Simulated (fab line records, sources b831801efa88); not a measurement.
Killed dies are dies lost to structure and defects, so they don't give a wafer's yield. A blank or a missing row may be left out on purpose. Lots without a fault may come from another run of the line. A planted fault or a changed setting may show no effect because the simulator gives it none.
Problem report in the 8D (eight disciplines) form, filled by code | flow sky130 | the parts of the form that need people (team, actions taken, sign-off) are left out

1. THE PROBLEM
VIA3_W_RS at SKY_VIA3_RS_MEAS_22 reads a mean of 0.190 ohm/sq on 3 wafers of 3 lots; wafers without a fault read 0.296 ohm/sq with a standard deviation of 0.0039. That is -27 standard deviations from the usual mean.
The step: measures by four-point-probe.
First seen on wafer L843.5, day 44 09:08, on film_metro-04. The record holds 30 wafers of 11 lots with a number at this step. Rule for "out", or "out of limits": more than 4 standard deviations from the usual mean. The other wafers with a number count as sound.

2. WHAT IT IS AND WHAT IT IS NOT
question                    | is                                          | is not
which readings at this step | VIA3_W_RS                                   | -
which lots                  | L843, L844, L846                            | L828, L829, L831, L834, L835, L836, L847, L849
which wafers of those lots  | L843.5, L844.5, L846.6                      | L843.2, L844.2, L846.4
read on which gauges        | film_metro-02, film_metro-03, film_metro-04 | -
when                        | from day 44 09:08                           | up to then (19 sound wafers); but 8 sound wafers of L844, L846, L847, L849 came after

3. SUSPECTS, AND WHAT RULES EACH OUT
Counting: a tool at a process step up to the reading stays a suspect if it ran every lot that is out. Sound lots after the first of them don't rule it out here, since some wafers of a struck lot are sound.
- the gauge at SKY_VIA3_RS_MEAS_22: ruled out. The wafers that are out were read on 3 gauges (film_metro-02, film_metro-03, film_metro-04).
- cvd_w-02 at SKY_VIA3_CVD_21 (deposits W, target thk 390 nm, time 117.31 s): kept. It ran every lot that is out, first L843 (day 44 08:55); its last sound lot up to then is L835 (day 42 13:41).
Left after counting: cvd_w-02 at SKY_VIA3_CVD_21.

4. THE CAUSE (what the simulator had put in)
Process parameter drift: cvd_w-02, from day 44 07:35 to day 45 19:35, at SKY_VIA3_CVD_21. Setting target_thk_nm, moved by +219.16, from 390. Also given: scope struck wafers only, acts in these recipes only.
Counting left only this tool.

5. THE CHAIN OF EFFECTS, in route order
Each row: a reading whose mean over the struck wafers that have a number lies more than 3 standard deviations from the usual. Only readings for which the record gives a usual standard deviation are gone through. hours: the time from each lot's start at the first step in this table that gives one to its start at this step, as a median over the lots. sigmas: the change in usual standard deviations.
hours | step                | reading            | usual        | on struck wafers | change | sigmas
0     | SKY_VIA3_RS_MEAS_22 | VIA3_W_RS          | 0.296 ohm/sq | 0.190            | -0.106 | -27
0     | SKY_VIA3_CMP_24     | time_to_endpoint_s | 93 s         | 145              | +52    | +14
The process steps in it:
- SKY_VIA3_CMP_24: polishes, stops on SiO2, t overpolish 20 s, target thk 0 nm.
Readings that are blank on the struck wafers while sound wafers have them: VIA3_W_THK at SKY_VIA3_THK_MEAS_23.
Later measuring or inspecting steps at which every struck wafer that the step has a row for has a number for every such reading, and none has moved that far: SKY_METAL4_OVL_MEAS_14.

6. WHAT WOULD HAVE CAUGHT IT SOONER
In this record the first reading out of limits at a measuring or inspecting step was taken at day 44 09:08, 2 hours after the fault began at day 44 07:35.
Of the tool readings at SKY_VIA3_CVD_21 for which the record gives a usual standard deviation, none was out on any struck wafer, so an alarm limit of 4 standard deviations on them would not have fired.
Of the lots that are out (3), L844, L846 began SKY_VIA3_CVD_21 on cvd_w-02 after day 44 09:08. A hold on the tool at that time would have spared those 2.
